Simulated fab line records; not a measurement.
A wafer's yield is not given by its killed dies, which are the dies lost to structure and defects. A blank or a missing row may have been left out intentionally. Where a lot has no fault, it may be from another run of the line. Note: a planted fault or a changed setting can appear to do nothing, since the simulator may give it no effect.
Which tool did it?    flow sky130    Sampling: 14 lots, 42 wafers, 4 of 708 route steps

WHAT THE GAUGES SHOWED, per wafer
SKY_NWELL_OVL_MEAS_23. Usual: NWELL_01_OVL gives 0.7 nm (standard deviation 1.2).
lot   measured      on          NWELL_01_OVL (nm)  flag
L484  day 5 02:43   overlay-02  2.1 2.4 1.6        
L486  day 5 19:10   overlay-01  3.4 2.6 0.9        
L488  day 6 05:58   overlay-02  -0.1 1.1 0.9       
L491  day 7 05:49   overlay-01  2.0 0.6 1.0        
L492  day 7 10:59   overlay-02  0.9 -0.9 0.2       
L494  day 7 19:56   overlay-01  2.5 0.5 2.4        
L497  day 8 14:32   overlay-01  1.1 -0.8 0.4       
L500  day 9 07:25   overlay-02  -1.4 -0.5 0.6      
L501  day 9 14:10   overlay-01  0.4 1.6 2.1        
L502  day 9 18:46   overlay-01  1.3 -2.8 0.6       
L503  day 10 03:22  overlay-02  1.0 -1.6 1.9       
L504  day 10 08:55  overlay-02  0.1 0.8 0.5        
L506  day 10 17:28  overlay-02  1.3 0.9 1.2        
L507  day 11 01:58  overlay-01  2.0 1.1 1.3        

SKY_VT_ADJUST_LVTN_TW_MEAS_10. Usual: VT_ADJUST_LVTN_TW gives 242.1 (standard deviation 1.7).
lot   measured      on             VT_ADJUST_LVTN_TW  flag
L484  day 6 17:41   film_metro-04  241.1 240.5 240.0  
L486  day 7 09:55   film_metro-04  237.6 238.1 238.7  
L488  day 7 21:23   film_metro-02  243.2 244.4 243.1  
L491  day 8 23:03   film_metro-02  243.1 242.5 243.0  
L492  day 9 04:23   film_metro-02  243.9 242.0 242.0  
L494  day 9 14:07   film_metro-04  241.5 241.0 240.1  
L497  day 10 09:54  film_metro-02  243.9 243.1 242.9  
L500  day 11 04:23  film_metro-02  243.6 242.7 243.2  
L501  day 11 12:37  film_metro-02  243.8 244.2 241.6  
L502  day 11 17:10  film_metro-03  241.6 243.0 242.2  
L503  day 12 03:38  film_metro-02  243.1 245.0 243.4  
L504  day 12 08:23  film_metro-03  243.5 243.6 245.1  
L506  day 12 18:42  film_metro-02  243.8 243.0 243.0  
L507  day 13 02:52  film_metro-03  241.6 242.8 241.6  

SKY_GATE_OXIDE_THK_MEAS_02. Usual: GATE_OXIDE_OXIDATION_00_THK gives 10.21 nm (standard deviation 0.2).
lot   measured      on             GATE_OXIDE_OXIDATION_00_THK (nm)  flag
L484  day 12 11:18  film_metro-03  10.19 10.15 10.14                 
L486  day 13 06:40  film_metro-01  9.83 9.81 9.76                    
L488  day 13 20:58  film_metro-03  10.45 10.33 10.47                 
L491  day 15 07:01  film_metro-03  9.90 10.08 10.04                  
L492  day 15 11:17  film_metro-01  10.16 10.06 10.03                 
L494  day 16 04:27  film_metro-01  10.36 10.52 10.41                 
L497  day 17 06:29  film_metro-04  9.96 9.92 9.89                    
L500  day 18 06:00  film_metro-04  10.13 10.13 10.10                 
L501  day 18 11:54  film_metro-03  10.25 10.29 10.11                 
L502  day 18 22:00  film_metro-04  10.53 10.28 10.29                 
L503  day 19 10:37  film_metro-04  10.31 10.32 10.27                 
L504  day 19 23:31  film_metro-04  10.46 10.47 10.53                 
L506  day 20 07:11  film_metro-01  10.33 10.34 10.43                 
L507  day 20 14:24  film_metro-04  10.25 10.40 10.49                 

EACH LOT AND THE TOOL THAT RAN IT (in order: tool; ch and the chambers of the sampled wafers; start)
lot   SKY_VT_ADJUST_LVTN_SOFTBAKE_14
L484  litho_track-04 ch 0, day 7 03:44
L486  litho_track-04 ch 0, day 7 19:26
L488  litho_track-04 ch 0, day 8 07:26
L491  litho_track-04 ch 0, day 9 09:46
L492  litho_track-04 ch 0, day 9 14:17
L494  litho_track-02 ch 0, day 10 00:40
L497  litho_track-01 ch 0, day 10 20:11
L500  litho_track-01 ch 0, day 11 16:01
L501  litho_track-01 ch 0, day 12 00:10
L502  litho_track-04 ch 0, day 12 05:14
L503  litho_track-04 ch 0, day 12 15:59
L504  litho_track-02 ch 0, day 12 20:50
L506  litho_track-01 ch 0, day 13 07:50
L507  litho_track-02 ch 0, day 13 15:20
- SKY_VT_ADJUST_LVTN_SOFTBAKE_14: time 60 s.

AS READ BY THE TOOLS THEMSELVES (means over the sampled wafers that have a number; for cases with no such wafer, the mark the record gives instead)
SKY_VT_ADJUST_LVTN_SOFTBAKE_14. Usual: run_length_s at 89.05 s, with a standard deviation of 0.17.
lot   tool            run_length_s (s)  flag
L484  litho_track-04  88.96             
L486  litho_track-04  88.89             
L488  litho_track-04  99.38             OFF
L491  litho_track-04  99.47             OFF
L492  litho_track-04  99.52             OFF
L494  litho_track-02  89.16             
L497  litho_track-01  89.14             
L500  litho_track-01  89.17             
L501  litho_track-01  89.15             
L502  litho_track-04  88.91             
L503  litho_track-04  88.92             
L504  litho_track-02  89.20             
L506  litho_track-01  89.13             
L507  litho_track-02  89.09             

THE ANSWER, worked out from the rows above alone
Rule: lot off if the mean of its wafers having a number is beyond 3 standard deviations from the usual mean. A lot without any number at a reading at which 4 lots or more have one is off too. Where the step has rows for the other lots, those lots are counted as sound. First the gauges in route order, then the tools' own readings, where a lot's mean is used as printed above. The first step at which some lot is off is used, and at that step the reading that is off furthest; a lot without a number counts as furthest.
Off: L488, L491, L492, at SKY_VT_ADJUST_LVTN_SOFTBAKE_14 (run_length_s).
If a tool, at that step or one of the process steps before it, ran each lot that is off and ran no sound lot following the first of them, it fits. Of those tried, none fits.

WHAT THE SIMULATOR PUT IN
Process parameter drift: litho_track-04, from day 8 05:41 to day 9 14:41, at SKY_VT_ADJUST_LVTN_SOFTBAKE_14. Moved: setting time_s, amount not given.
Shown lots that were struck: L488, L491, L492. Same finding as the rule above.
